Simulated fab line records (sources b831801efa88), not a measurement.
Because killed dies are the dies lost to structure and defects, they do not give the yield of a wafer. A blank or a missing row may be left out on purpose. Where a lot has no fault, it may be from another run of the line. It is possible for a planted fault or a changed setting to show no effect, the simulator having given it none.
fab line records	flow gf180mcu
record lots=24	wafers=72	last_day=34
route steps=602 shown HV_LDD@184 M2@367 V3@445 M4@471 MIM@508
lots that met no fault: from a run of the same line without faults
start_h: start of the lot's first displayed wafer, in hours after the record's first day	wait_h: how many hours have passed since the lot's step before this one	" identical to the entry in the row above	L1.1+2: a single row standing in for several wafers	- value missing, or start not given	* or withheld: withheld	< > ~ a bound
route shown NAME@n: NAME is a module with steps in the file, n the number in the route of the first one	usual: mean/standard deviation of fault-free wafers	same: alike in all rows	chamber/n: place in a boat	sites: per-site readings	_std_site: the standard deviation of these	_edge_site: outer sites' mean less inner sites'	radius_mm: how far each site lies from the wafer's centre	mask NAME#n: copy n	behind: the tool/chamber that last shaped the wafer	hold: cause of the lot's hold/its duration in hours/its outcome	device: which transistor (n, p or np) failed to switch	end of line: the tests these same wafers got at the end of their route	step lacking rows: just its recipe	killed: dies that structure and defects cost at the first sort, which is not the same as the wafer's yield	map: per-die view of a wafer (x killed, . not killed, _ where there is no die)
set.NAME: setting as actually run; set.NAME@STEP: the setting as run at that earlier step	model.NAME: the simulator's own value behind a step, which no gauge read
one table for each step of the route and one row for each wafer, over a sample of lots
services: from which hour (start_h, from the record's first day; less than 0 if before it) a tool's chamber was out of use, for how many hours, and why
## steps
# step GF_HV_LDD_OVL_MEAS_08
# usual HV_LDD_OVL=-0.7/1.5
lot.wafer	tool	chamber	start_h	wait_h	HV_LDD_OVL[nm]
L074.2	overlay-01	-	211.35	0.1	-0.7
L074.4	"	-	"	"	-0.4
L074.6	"	-	"	"	0.3
L075.2	overlay-02	-	221.92	0.1	-3.9
L075.4	"	-	"	"	-5.8
L075.5	"	-	"	"	-2.4
L076.1	overlay-01	-	224.20	0.1	-0.7
L076.2	"	-	"	"	-0.6
L076.3	"	-	"	"	0.5
L077.1	overlay-01	-	237.52	0.1	-1.0
L077.3	"	-	"	"	0.3
L077.5	"	-	"	"	-1.7
L078.2	overlay-01	-	244.37	0.1	-1.2
L078.5	"	-	"	"	-0.5
L078.6	"	-	"	"	-0.5
L081.1	overlay-02	-	265.87	0.1	0.8
L081.2	"	-	"	"	-1.0
L081.6	"	-	"	"	-1.1
L079.4	overlay-02	-	266.51	0.1	-3.3
L079.5	"	-	"	"	-2.0
L079.6	"	-	"	"	-3.4
L080.3	overlay-02	-	266.81	0.1	0.6
L080.5	"	-	"	"	0.5
L080.6	"	-	"	"	-0.7
L082.1	overlay-02	-	274.57	0.1	-0.4
L082.3	"	-	"	"	-0.8
L082.5	"	-	"	"	-0.2
L083.2	overlay-02	-	287.40	0.1	-0.4
L083.3	"	-	"	"	-0.1
L083.5	"	-	"	"	0.9
L084.1	overlay-01	-	287.51	0.1	-0.8
L084.2	"	-	"	"	-0.5
L084.5	"	-	"	"	1.2
L085.2	overlay-02	-	299.57	0.1	1.9
L085.3	"	-	"	"	0.6
L085.4	"	-	"	"	1.6
L086.2	overlay-02	-	301.65	0.1	-1.9
L086.3	"	-	"	"	-1.8
L086.5	"	-	"	"	-2.4
L087.2	overlay-01	-	318.15	0.1	1.0
L087.3	"	-	"	"	1.0
L087.5	"	-	"	"	0.1
L088.1	overlay-02	-	324.86	0.1	-1.9
L088.3	"	-	"	"	-1.7
L088.6	"	-	"	"	-0.7
L089.1	overlay-01	-	338.29	0.1	-0.5
L089.3	"	-	"	"	-0.8
L089.6	"	-	"	"	-0.8
L090.2	overlay-01	-	342.40	0.1	-2.0
L090.3	"	-	"	"	-3.0
L090.6	"	-	"	"	-1.7
L091.1	overlay-02	-	350.46	0.1	1.4
L091.2	"	-	"	"	0.6
L091.4	"	-	"	"	0.6
L092.3	overlay-01	-	354.95	0.1	2.2
L092.5	"	-	"	"	4.4
L092.6	"	-	"	"	2.7
L093.2	overlay-01	-	362.62	0.1	-1.6
L093.3	"	-	"	"	-0.8
L093.4	"	-	"	"	-1.9
L094.3	overlay-02	-	363.93	0.1	-0.1
L094.5	"	-	"	"	-3.2
L094.6	"	-	"	"	-1.4
L095.1	overlay-01	-	378.91	0.1	0.3
L095.2	"	-	"	"	-0.5
L095.3	"	-	"	"	-0.3
L096.1	overlay-01	-	382.56	0.1	-3.0
L096.2	"	-	"	"	-2.4
L096.3	"	-	"	"	-0.1
L097.1	overlay-02	-	391.69	0.1	0.3
L097.5	"	-	"	"	0.4
L097.6	"	-	"	"	0.8
# step GF_M2_RS_MEAS_05
# recipe thk_meas_gauge=four-point-probe	reads=TiN_of_M2_SPUTTER_04+Ti_of_M2_SPUTTER_03+AlCu_of_M2_SPUTTER_02+TiN_of_M2_SPUTTER_01+Ti_of_M2_SPUTTER_00
# usual M2_ALCU_RS=0.0694/0.00075
lot.wafer	tool	chamber	start_h	wait_h	M2_ALCU_RS[ohm/sq]
L074.2	film_metro-04	-	405.65	0.0	0.0692
L074.4	"	-	"	"	0.0692
L074.6	"	-	"	"	0.0686
L075.2	film_metro-02	-	418.37	0.0	0.0706
L075.4	"	-	"	"	0.0705
L075.5	"	-	"	"	0.0701
L076.1	film_metro-02	-	420.20	0.0	0.0704
L076.2	"	-	"	"	0.0701
L076.3	"	-	"	"	0.0697
L077.1	film_metro-04	-	439.49	0.0	0.0692
L077.3	"	-	"	"	0.0697
L077.5	"	-	"	"	0.0693
L078.2	film_metro-02	-	446.51	0.0	0.0689
L078.5	"	-	"	"	0.0694
L078.6	"	-	"	"	0.0690
L081.1	film_metro-04	-	474.43	0.0	0.0687
L081.2	"	-	"	"	0.0682
L081.6	"	-	"	"	0.0688
L079.4	film_metro-04	-	475.85	0.1	0.0678
L079.5	"	-	"	"	0.0681
L079.6	"	-	"	"	0.0679
L080.3	film_metro-03	-	477.13	0.1	0.0701
L080.5	"	-	"	"	0.0702
L080.6	"	-	"	"	0.0695
L082.1	film_metro-03	-	485.14	0.0	0.0696
L082.3	"	-	"	"	0.0684
L082.5	"	-	"	"	0.0694
L083.2	film_metro-02	-	501.10	0.0	0.0690
L083.3	"	-	"	"	0.0701
L083.5	"	-	"	"	0.0695
L084.1	film_metro-04	-	501.74	0.1	0.0687
L084.2	"	-	"	"	0.0698
L084.5	"	-	"	"	0.0701
L085.2	film_metro-03	-	514.32	0.0	0.0684
L085.3	"	-	"	"	0.0690
L085.4	"	-	"	"	0.0679
L086.2	film_metro-02	-	518.02	0.0	0.0708
L086.3	"	-	"	"	0.0697
L086.5	"	-	"	"	0.0706
L087.2	film_metro-03	-	538.08	0.0	0.0688
L087.3	"	-	"	"	0.0691
L087.5	"	-	"	"	0.0695
L088.1	film_metro-02	-	544.99	0.0	0.0691
L088.3	"	-	"	"	0.0701
L088.6	"	-	"	"	0.0688
L089.1	film_metro-03	-	557.69	0.0	0.0691
L089.3	"	-	"	"	0.0699
L089.6	"	-	"	"	0.0697
L091.1	film_metro-03	-	569.87	0.0	0.0693
L091.2	"	-	"	"	0.0692
L091.4	"	-	"	"	0.0691
L090.2	film_metro-03	-	570.68	0.0	0.0703
L090.3	"	-	"	"	0.0702
L090.6	"	-	"	"	0.0707
L092.3	film_metro-04	-	575.35	0.1	0.0696
L092.5	"	-	"	"	0.0685
L092.6	"	-	"	"	0.0689
L093.2	film_metro-03	-	589.31	0.0	0.0689
L093.3	"	-	"	"	0.0686
L093.4	"	-	"	"	0.0680
L094.3	film_metro-04	-	589.41	0.1	0.0685
L094.5	"	-	"	"	0.0699
L094.6	"	-	"	"	0.0698
L095.1	film_metro-02	-	598.77	0.0	0.0700
L095.2	"	-	"	"	0.0704
L095.3	"	-	"	"	0.0700
L096.1	film_metro-03	-	600.92	0.0	0.0690
L096.2	"	-	"	"	0.0691
L096.3	"	-	"	"	0.0692
L097.1	film_metro-02	-	612.64	0.0	0.0695
L097.5	"	-	"	"	0.0700
L097.6	"	-	"	"	0.0696
# step GF_V3_ETCH_16
# recipe chemistry=N2/H2	target_depth_a=withheld	overetch_a=withheld	time_s=withheld	target=BARC	ion_energy_ev=200	source_w=500	bias_w=100	pressure_mtorr=30	n2_flow_sccm=100	h2_flow_sccm=200
# usual bias_w=100.0/0.32	drypump_motor_current_A=5.8/0.39	oes_product_au=0.855/0.0047	throttle_valve_pct=13.224/0.0091
lot.wafer	tool	chamber	start_h	wait_h	bias_w	drypump_motor_current_A	oes_product_au	throttle_valve_pct
L074.2	rie_diel-01	2	506.82	0.0	100.0	5.9	0.860	13.238
L074.4	"	0	"	"	100.1	4.9	0.850	13.202
L074.6	"	0	"	"	99.5	4.9	0.861	13.230
L075.2	rie_diel-01	0	519.30	0.0	100.1	4.9	0.850	13.214
L075.4	"	3	"	"	99.8	5.7	0.852	13.210
L075.5	"	2	"	"	100.2	5.9	0.853	13.233
L076.1	rie_diel-03	2	521.50	0.0	99.7	5.8	0.858	13.212
L076.2	"	0	"	"	100.3	6.3	0.854	13.213
L076.3	"	3	"	"	99.7	5.8	0.861	13.224
L077.1	rie_diel-01	2	539.10	0.0	99.9	5.8	0.863	13.235
L077.3	"	1	"	"	99.7	6.2	0.854	13.230
L077.5	"	2	"	"	99.9	5.8	0.859	13.227
L078.2	rie_diel-01	1	545.25	0.0	100.3	6.2	0.855	13.228
L078.5	"	3	"	"	100.1	5.7	0.853	13.225
L078.6	"	1	"	"	100.2	6.2	0.850	13.216
L081.1	rie_diel-04	2	570.80	0.0	100.6	6.1	0.859	13.241
L081.2	"	1	"	"	99.5	6.0	0.853	13.225
L081.6	"	1	"	"	99.7	6.0	0.849	13.236
L079.4	rie_diel-01	1	571.92	0.0	99.6	6.2	0.855	13.215
L079.5	"	1	"	"	99.5	6.2	0.859	13.225
L079.6	"	3	"	"	99.9	5.6	0.860	13.232
L080.3	rie_diel-04	2	572.37	0.0	100.2	6.0	0.853	13.223
L080.5	"	2	"	"	99.8	6.0	0.865	13.237
L080.6	"	1	"	"	100.1	6.0	0.850	13.220
L082.1	rie_diel-03	2	581.87	0.0	99.6	5.8	0.856	13.232
L082.3	"	3	"	"	100.0	5.8	0.854	13.235
L082.5	"	2	"	"	99.9	5.8	0.845	13.229
L083.2	rie_diel-03	3	594.54	0.0	99.9	5.8	0.853	13.231
L083.3	"	1	"	"	99.2	6.1	0.849	13.242
L083.5	"	0	"	"	99.8	6.4	0.856	13.228
L084.1	rie_diel-03	3	595.15	0.0	99.6	5.8	0.854	13.233
L084.2	"	0	"	"	100.9	6.3	0.851	13.217
L084.5	"	0	"	"	100.6	6.3	0.859	13.223
L085.2	rie_diel-03	1	609.65	0.0	99.8	6.0	0.850	13.231
L085.3	"	2	"	"	100.3	5.8	0.849	13.226
L085.4	"	0	"	"	99.8	6.4	0.856	13.216
L086.2	rie_diel-04	1	612.15	0.0	99.7	5.9	0.852	13.229
L086.3	"	3	"	"	100.8	5.1	0.864	13.227
L086.5	"	1	"	"	99.6	5.9	0.858	13.218
L087.2	rie_diel-01	1	632.80	0.0	100.4	6.2	0.855	13.225
L087.3	"	0	"	"	100.4	4.9	0.852	13.236
L087.5	"	1	"	"	99.7	6.2	0.853	13.234
L088.1	rie_diel-04	0	635.90	0.0	100.2	5.6	0.859	13.211
L088.3	"	1	"	"	99.8	6.0	0.856	13.199
L088.6	"	1	"	"	100.6	6.0	0.855	13.232
L089.1	rie_diel-04	1	646.05	0.0	100.8	5.9	0.852	13.226
L089.3	"	0	"	"	100.1	5.6	0.851	13.229
L089.6	"	1	"	"	100.1	5.9	0.847	13.226
L091.1	rie_diel-03	1	658.47	0.0	100.3	6.1	0.859	13.237
L091.2	"	0	"	"	99.9	6.4	0.852	13.204
L091.4	"	2	"	"	100.0	5.8	0.851	13.232
L090.2	rie_diel-03	1	659.54	0.0	99.8	6.1	0.857	13.230
L090.3	"	0	"	"	99.9	6.3	0.857	13.233
L090.6	"	2	"	"	100.1	5.8	0.848	13.212
L092.3	rie_diel-04	3	661.32	0.0	100.3	5.1	0.864	13.217
L092.5	"	2	"	"	100.6	6.1	0.856	13.231
L092.6	"	1	"	"	99.9	5.9	0.861	13.212
L093.2	rie_diel-03	0	675.50	0.0	99.4	6.4	0.856	13.217
L093.3	"	1	"	"	100.3	6.1	0.857	13.223
L093.4	"	1	"	"	100.2	6.1	0.849	13.228
L094.3	rie_diel-01	1	676.45	0.0	100.1	6.2	0.854	13.220
L094.5	"	3	"	"	100.0	5.7	0.849	13.226
L094.6	"	1	"	"	99.4	6.2	0.852	13.209
L095.1	rie_diel-04	0	683.70	0.0	100.1	5.6	0.858	13.241
L095.2	"	2	"	"	100.0	6.1	0.844	13.232
L095.3	"	3	"	"	100.0	5.1	0.850	13.243
L096.1	rie_diel-01	3	684.52	0.0	99.5	5.6	0.865	13.225
L096.2	"	0	"	"	99.4	4.9	0.851	13.230
L096.3	"	2	"	"	100.1	5.8	0.852	13.237
L097.1	rie_diel-01	0	697.00	0.0	100.0	4.9	0.847	13.241
L097.5	"	2	"	"	99.9	5.8	0.854	13.212
L097.6	"	0	"	"	100.2	4.9	0.849	13.225
# step GF_M4_OVL_MEAS_15
# usual M4_OVL=-1/5.7
lot.wafer	tool	chamber	start_h	wait_h	M4_OVL[nm]
L074.2	overlay-02	-	531.30	0.1	0
L074.4	"	-	"	"	3
L074.6	"	-	"	"	-1
L075.2	overlay-01	-	543.74	0.1	-3
L075.4	"	-	"	"	3
L075.5	"	-	"	"	6
L076.1	overlay-01	-	545.78	0.1	-11
L076.2	"	-	"	"	-9
L076.3	"	-	"	"	-1
L077.1	overlay-01	-	563.74	0.1	-1
L077.3	"	-	"	"	2
L077.5	"	-	"	"	-10
L078.2	overlay-01	-	569.22	0.1	0
L078.5	"	-	"	"	0
L078.6	"	-	"	"	-4
L081.1	overlay-01	-	593.11	0.1	-2
L081.2	"	-	"	"	-11
L081.6	"	-	"	"	-9
L079.4	overlay-01	-	594.15	0.1	-2
L079.5	"	-	"	"	-4
L079.6	"	-	"	"	-5
L080.3	overlay-01	-	594.37	0.1	1
L080.5	"	-	"	"	-4
L080.6	"	-	"	"	-1
L082.1	overlay-01	-	604.19	0.1	-6
L082.3	"	-	"	"	-13
L082.5	"	-	"	"	-9
L083.2	overlay-01	-	617.92	0.1	2
L083.3	"	-	"	"	5
L083.5	"	-	"	"	15
L084.1	overlay-01	-	618.61	0.1	-5
L084.2	"	-	"	"	-3
L084.5	"	-	"	"	-7
L085.2	overlay-01	-	632.19	0.1	6
L085.3	"	-	"	"	7
L085.4	"	-	"	"	5
L086.2	overlay-01	-	634.11	0.1	6
L086.3	"	-	"	"	4
L086.5	"	-	"	"	7
L087.2	overlay-01	-	654.13	0.1	2
L087.3	"	-	"	"	5
L087.5	"	-	"	"	4
L088.1	overlay-01	-	658.08	0.1	1
L088.3	"	-	"	"	-2
L088.6	"	-	"	"	6
L089.1	overlay-01	-	666.81	0.1	-1
L089.3	"	-	"	"	2
L089.6	"	-	"	"	-4
L091.1	overlay-01	-	679.08	0.1	0
L091.2	"	-	"	"	-9
L091.4	"	-	"	"	-4
L090.2	overlay-01	-	680.52	0.1	-6
L090.3	"	-	"	"	-3
L090.6	"	-	"	"	-4
L092.3	overlay-01	-	682.16	0.1	2
L092.5	"	-	"	"	0
L092.6	"	-	"	"	5
L093.2	overlay-01	-	696.14	0.1	-2
L093.3	"	-	"	"	3
L093.4	"	-	"	"	2
L094.3	overlay-01	-	697.34	0.1	2
L094.5	"	-	"	"	13
L094.6	"	-	"	"	2
L095.1	overlay-01	-	703.83	0.1	-9
L095.2	"	-	"	"	-7
L095.3	"	-	"	"	-8
L096.1	overlay-01	-	705.01	0.1	-8
L096.2	"	-	"	"	-8
L096.3	"	-	"	"	-8
L097.1	overlay-01	-	716.83	0.1	-2
L097.5	"	-	"	"	-1
L097.6	"	-	"	"	3
# step GF_MIM_CVD_05
# recipe material=Si3N4	target_thk_nm=42	temp_max_c=400	temp_c=385	time_s=29.086	rf_w=450
# usual heater_power_w=746/160
lot.wafer	tool	chamber	start_h	wait_h	heater_power_w
L074.2	pecvd-04	0	556.72	0.0	511
L074.4	"	1	"	"	738
L074.6	"	2	"	"	787
L075.2	pecvd-04	1	569.72	0.0	753
L075.4	"	0	"	"	590
L075.5	"	2	"	"	904
L076.1	pecvd-02	2	571.07	0.0	936
L076.2	"	0	"	"	1017
L076.3	"	1	"	"	598
L077.1	pecvd-04	2	589.97	0.0	877
L077.3	"	1	"	"	765
L077.5	"	2	"	"	863
L078.2	pecvd-01	1	593.80	0.0	647
L078.5	"	1	"	"	619
L078.6	"	2	"	"	722
L081.1	pecvd-02	2	617.71	0.0	920
L081.2	"	1	"	"	601
L081.6	"	0	"	"	966
L079.4	pecvd-04	2	618.60	0.0	734
L079.5	"	0	"	"	476
L079.6	"	1	"	"	751
L080.3	pecvd-02	1	618.81	0.0	575
L080.5	"	2	"	"	830
L080.6	"	0	"	"	1008
L082.1	pecvd-02	1	628.22	0.0	593
L082.3	"	2	"	"	813
L082.5	"	1	"	"	583
L083.2	pecvd-04	0	642.41	0.0	547
L083.3	"	2	"	"	792
L083.5	"	1	"	"	711
L084.1	pecvd-01	2	642.71	0.0	657
L084.2	"	0	"	"	832
L084.5	"	1	"	"	647
L085.2	pecvd-02	0	654.56	0.0	1088
L085.3	"	1	"	"	560
L085.4	"	0	"	"	1094
L086.2	pecvd-04	0	658.54	0.0	498
L086.3	"	1	"	"	674
L086.5	"	0	"	"	507
L087.2	pecvd-02	1	676.99	0.0	624
L087.3	"	0	"	"	1071
L087.5	"	0	"	"	1065
L088.1	pecvd-04	0	680.16	0.0	523
L088.3	"	1	"	"	777
L088.6	"	0	"	"	516
L089.1	pecvd-01	0	688.72	0.0	779
L089.3	"	2	"	"	682
L089.6	"	0	"	"	774
L091.1	pecvd-04	1	700.88	0.0	727
L091.2	"	2	"	"	868
L091.4	"	0	"	"	525
L090.2	pecvd-02	2	702.54	0.0	809
L090.3	"	1	"	"	586
L090.6	"	0	"	"	1122
L092.3	pecvd-04	1	704.64	0.0	764
L092.5	"	2	"	"	761
L092.6	"	1	"	"	745
L093.2	pecvd-02	1	717.35	0.0	638
L093.3	"	2	"	"	911
L093.4	"	2	"	"	879
L094.3	pecvd-02	1	718.51	0.0	636
L094.5	"	1	"	"	628
L094.6	"	0	"	"	980
L095.1	pecvd-04	2	725.40	0.0	751
L095.2	"	1	"	"	695
L095.3	"	0	"	"	500
L096.1	pecvd-04	2	727.83	0.0	866
L096.2	"	0	"	"	593
L096.3	"	1	"	"	682
L097.1	pecvd-04	1	737.53	0.0	737
L097.5	"	2	"	"	868
L097.6	"	0	"	"	576
# step GF_MIM_METAL_ETCH_19
# recipe chemistry=Cl2/BCl3	mask_material=NOVOLAK	stop_on=Si3N4	target_depth_nm=324.5	pressure_mtorr=8	icp_w=828.9	bias_w=140	Cl2_flow_sccm=80	bcl3_flow_sccm=40	time_s=54.1
# usual bias_w=140.0/0.44	drypump_motor_current_A=5.9/0.55	he_backside_leak_sccm=3.4/0.32	oes_product_au=0.942/0.006	throttle_valve_pct=28.284/0.01
lot.wafer	tool	chamber	start_h	wait_h	bias_w	drypump_motor_current_A	he_backside_leak_sccm	oes_product_au	rf_hours_counter_h	throttle_valve_pct
L074.2	rie_metal-01	0	578.70	0.1	140.6	6.5	3.2	0.941	9	28.307
L074.4	"	0	"	"	140.1	6.5	3.4	0.940	-	28.294
L074.6	"	1	"	"	139.3	4.9	3.2	0.936	-	28.279
L075.2	rie_metal-04	1	591.60	0.1	140.2	6.4	3.5	0.950	2	28.285
L075.4	"	0	"	"	139.6	5.9	3.5	0.939	-	28.273
L075.5	"	0	"	"	139.6	5.8	3.6	0.945	-	28.264
L076.1	rie_metal-01	1	592.66	0.1	140.2	4.9	3.1	0.937	9	28.279
L076.2	"	0	"	"	139.9	6.5	3.3	0.940	10	28.283
L076.3	"	0	"	"	139.7	6.5	3.2	0.936	-	28.293
L077.1	rie_metal-04	1	611.21	0.1	139.6	6.4	3.3	0.941	3	28.282
L077.3	"	1	"	"	139.8	6.4	3.3	0.938	-	28.284
L077.5	"	0	"	"	140.5	5.8	3.4	0.939	-	28.285
L078.2	rie_metal-02	0	615.26	0.1	139.6	5.8	3.9	0.936	8	28.281
L078.5	"	1	"	"	140.6	5.2	3.2	0.942	-	28.288
L078.6	"	0	"	"	139.5	5.9	3.8	0.940	-	28.282
L081.1	rie_metal-01	1	638.62	0.1	140.8	4.9	3.2	0.949	11	28.277
L081.2	"	0	"	"	140.0	6.5	3.3	0.948	11	28.270
L081.6	"	1	"	"	140.9	4.9	2.9	0.936	-	28.292
L079.4	rie_metal-04	1	639.69	0.1	139.5	6.4	3.4	0.932	-	28.293
L079.5	"	0	"	"	139.6	5.8	3.4	0.945	-	28.294
L079.6	"	1	"	"	139.9	6.4	3.2	0.929	-	28.290
L080.3	rie_metal-02	1	639.73	0.1	139.3	5.2	3.4	0.957	-	28.274
L080.5	"	0	"	"	140.0	5.8	3.6	0.948	-	28.279
L080.6	"	1	"	"	139.3	5.2	3.6	0.947	-	28.258
L082.1	rie_metal-01	0	648.54	0.1	140.4	6.5	3.3	0.945	11	28.280
L082.3	"	0	"	"	140.4	6.5	3.4	0.945	-	28.288
L082.5	"	1	"	"	139.6	4.9	3.1	0.942	-	28.291
L083.2	rie_metal-04	0	660.99	0.1	139.8	5.8	3.5	0.930	3	28.279
L083.3	"	1	"	"	140.0	6.4	3.5	0.937	-	28.281
L083.5	"	1	"	"	139.9	6.4	3.4	0.936	-	28.298
L084.1	rie_metal-02	0	662.41	0.1	140.3	5.9	3.5	0.941	10	28.297
L084.2	"	1	"	"	140.6	5.2	3.3	0.945	4	28.295
L084.5	"	0	"	"	140.5	5.9	3.8	0.945	-	28.284
L085.2	rie_metal-02	0	674.39	0.1	140.1	5.8	3.5	0.952	10	28.279
L085.3	"	1	"	"	140.7	5.2	3.6	0.944	-	28.283
L085.4	"	0	"	"	140.3	5.9	3.6	0.949	-	28.279
L086.2	rie_metal-01	1	677.59	0.1	140.5	4.9	2.8	0.940	12	28.288
L086.3	"	0	"	"	139.9	6.5	3.4	0.946	-	28.291
L086.5	"	1	"	"	139.8	4.9	3.0	0.953	-	28.275
L087.2	rie_metal-01	0	695.69	0.1	139.5	6.5	3.3	0.942	-	28.275
L087.3	"	0	"	"	140.3	6.5	3.4	0.945	-	28.297
L087.5	"	0	"	"	140.2	6.5	3.4	0.934	-	28.297
L088.1	rie_metal-02	1	698.81	0.1	140.2	5.2	3.7	0.938	6	28.274
L088.3	"	1	"	"	140.7	5.1	3.4	0.936	-	28.285
L088.6	"	1	"	"	140.3	5.2	3.5	0.928	-	28.294
L089.1	rie_metal-04	0	707.12	0.1	140.5	5.8	3.5	0.939	4	28.286
L089.3	"	1	"	"	140.8	6.4	3.5	0.928	-	28.272
L089.6	"	0	"	"	139.4	5.8	3.7	0.944	-	28.285
L091.1	rie_metal-04	0	718.86	0.1	140.3	5.8	3.3	0.928	5	28.296
L091.2	"	1	"	"	139.6	6.4	3.4	0.933	7	28.299
L091.4	"	1	"	"	139.5	6.4	3.3	0.937	-	28.272
L090.2	rie_metal-04	1	720.74	0.1	140.1	6.4	3.4	0.945	7	28.295
L090.3	"	0	"	"	139.7	5.8	3.7	0.947	-	28.287
L090.6	"	1	"	"	139.9	6.4	3.2	0.933	-	28.279
L092.3	rie_metal-02	0	722.39	0.1	139.8	5.8	3.8	0.952	-	28.287
L092.5	"	0	"	"	139.8	5.8	3.7	0.940	-	28.280
L092.6	"	1	"	"	140.0	5.2	3.5	0.955	-	28.287
L093.2	rie_metal-02	0	735.44	0.1	140.2	5.9	3.8	0.956	12	28.266
L093.3	"	1	"	"	139.2	5.1	3.3	0.937	-	28.273
L093.4	"	0	"	"	140.4	5.9	3.7	0.950	-	28.260
L094.3	rie_metal-04	0	736.12	0.1	140.6	5.8	3.3	0.942	-	28.289
L094.5	"	1	"	"	139.7	6.4	3.6	0.938	-	28.268
L094.6	"	0	"	"	139.6	5.8	3.4	0.940	-	28.268
L095.1	rie_metal-02	1	742.97	0.1	140.0	5.2	3.5	0.934	7	28.277
L095.2	"	0	"	"	139.6	5.8	3.4	0.936	13	28.291
L095.3	"	1	"	"	140.7	5.2	3.6	0.939	-	28.286
L096.1	rie_metal-04	0	744.64	0.1	140.4	5.8	3.5	0.935	6	28.300
L096.2	"	1	"	"	139.4	6.4	3.4	0.944	8	28.295
L096.3	"	0	"	"	140.0	5.8	6.5	0.940	-	28.289
L097.1	rie_metal-01	0	754.11	0.1	139.6	6.5	3.3	0.937	2	28.284
L097.5	"	0	"	"	139.4	6.5	3.2	0.942	-	28.271
L097.6	"	0	"	"	139.7	6.5	3.3	0.937	-	28.294
## services
tool	chamber	start_h	hours	kind
pecvd-04	2	508.56	3.5	repair
rie_diel-03	1	513.73	8.2	repair
rie_diel-03	2	525.69	1.4	repair
rie_diel-01	0	539.40	9.9	repair
rie_diel-04	3	554.88	9.7	repair
rie_diel-01	2	568.87	8.0	repair
rie_diel-03	-	577.97	2.8	pm
rie_diel-04	-	590.64	14.6	pm
rie_diel-01	-	592.35	14.6	pm
pecvd-02	-	595.42	1.0	repair
rie_diel-03	3	608.08	2.1	repair
rie_diel-03	2	612.19	4.7	repair
rie_diel-03	3	613.47	3.5	repair
rie_diel-04	2	634.92	21.5	repair
rie_diel-01	0	647.41	35.4	repair
rie_metal-04	-	648.28	0.6	repair
rie_diel-01	-	661.24	4.7	repair
pecvd-02	-	672.02	0.8	repair
rie_diel-03	3	674.59	7.5	repair
rie_diel-01	3	691.14	12.2	repair
rie_diel-01	3	725.31	7.8	repair
rie_diel-01	-	738.98	2.8	pm
rie_metal-02	-	740.94	0.3	repair
rie_diel-01	-	746.12	1.9	repair
## key
fault none
